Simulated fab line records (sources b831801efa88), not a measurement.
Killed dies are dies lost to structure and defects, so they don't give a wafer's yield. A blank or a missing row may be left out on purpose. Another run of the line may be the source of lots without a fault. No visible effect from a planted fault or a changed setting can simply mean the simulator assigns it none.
A struck lot beside a sound one | flow sky130 | 15 steps out of a route of 708
Sound: wafers L712.1, L712.4, L712.5. Struck: wafer L723.6. (L723.1 of the same lot was not struck and is left out.) The cause comes at the end.
Per side, at each step with rows, come the tool, then ch with its chambers, and then its first start. Under that, the readings that differ: sound wafers | struck wafers | difference of the means | sigmas: that difference in standard deviations of wafers without a fault.
alike: same words and numbers on both sides, and readings whose means sit less than 2 such deviations apart. not compared: any withheld reading, any reading some wafer has no value for, any bound like >300 that may hide the same value, and any number with overlapping values for which the record gives no deviation.
A row with sigmas, a row that says differs or no value, or rows on one side alone: a step with any of these is where the two part. Numbers that have no deviation but don't overlap get no sigmas and don't part them. Lack of a reading on every wafer of one side parts them only where that side has two or more wafers.

first, 3 steps without rows for these wafers: SKY_LI_CONTACT_EXPOSE_09 (exposes mask LICM1, target cd 170 nm); SKY_LI_CONTACT_PEB_10; SKY_LI_CONTACT_DEVELOP_11 (develop time 60 s).
SKY_LI_CONTACT_CD_MEAS_12: target cd 170 nm.
  sound on cdSem-01 at day 28 21:27; struck on cdSem-02 at day 34 12:55
reading   | sound             | struck | difference | sigmas
cdNm (nm) | 167.2 167.7 168.5 | 173.1  | +5.3       | +4
SKY_LI_CONTACT_OVL_MEAS_13:
  sound on overlay-02 at day 28 21:34; struck on overlay-01 at day 34 13:02
  alike: LI_CONTACT_OVL
SKY_LI_CONTACT_ETCH_14: etches BARC in N2/H2, stops on SiO2, time 45.9 s, target depth 60 nm.
  sound on rieDiel-04 ch 1,3, day 28 21:37; struck on rieDiel-03 ch 0, day 34 13:04
  alike: biasW, drypumpMotorCurrentA, oesProductAu, throttleValvePct
  not compared: rfHoursCounterH
SKY_LI_CONTACT_ETCH_15: etches PSG in C4F8/O2/Ar, stops on Si, target depth 600 nm.
  sound on rieDiel-04 ch 1,3, day 28 21:39; struck on rieDiel-03 ch 0, day 34 13:07
  alike: biasW, oesProductAu
SKY_LI_CONTACT_STRIP_16: strips in O2/N2.
  sound on plasmaAsher-03 ch 0,1, day 28 21:44; struck on plasmaAsher-03 ch 1, day 34 13:11
reading                  | sound          | struck | difference | sigmas
stripTimeToEndpointS (s) | 3.44 3.47 3.39 | 3.52   | +0.09      | +2
  alike: drypumpMotorCurrentA, oesProductAu
  not compared: rfHoursCounterH
then, 2 steps without rows for these wafers: SKY_LI_CONTACT_CLEAN_17 (cleans in NMP, time 600 s); SKY_LI_CONTACT_PRE_CLEAN_18 (time 5.6 s).
SKY_LI_CONTACT_SPUTTER_19: material Ti, target thk 20 nm, time 106.37 s.
  sound on pvdSputter-01 at day 28 22:02; struck on pvdSputter-02 at day 34 13:29
  alike: throttleValvePct
SKY_LI_CONTACT_SPUTTER_20: material TiN, target thk 20 nm, time 80 s.
  sound on pvdSputter-01 at day 28 22:07; struck on pvdSputter-02 at day 34 13:34
  alike: throttleValvePct
SKY_LI_CONTACT_CVD_21: deposits W, target thk 400 nm, time 120.56 s.
  sound on cvdW-02 ch 0,1, day 28 22:10; struck on cvdW-02 ch 1, day 34 13:37
reading                                 | sound                | struck | difference | sigmas
susceptorTempC (C)                      | 399.95 400.20 400.62 | 399.65 | -0.61      | -3
model.W_of_LI_CONTACT_CVD_21.thkNm (nm) | 407.4 408.5 404.4    | 416.1  | +9.3       | 
  alike: heaterPowerW
SKY_LI_CONTACT_RS_MEAS_22: a four-point-probe measurement.
  sound on filmMetro-02 at day 28 22:17; struck on filmMetro-04 at day 34 13:45
  alike: LI_CONTACT_W_RS
SKY_PAD_OPEN_PROBE_99:
  the record has rows for the sound wafers here (prober-02, day 45 08:12) and none for the struck ones

WHERE THEY PART
At SKY_LI_CONTACT_CD_MEAS_12 first; at SKY_PAD_OPEN_PROBE_99 last (within this record only).

WHY: the cause the simulator had injected
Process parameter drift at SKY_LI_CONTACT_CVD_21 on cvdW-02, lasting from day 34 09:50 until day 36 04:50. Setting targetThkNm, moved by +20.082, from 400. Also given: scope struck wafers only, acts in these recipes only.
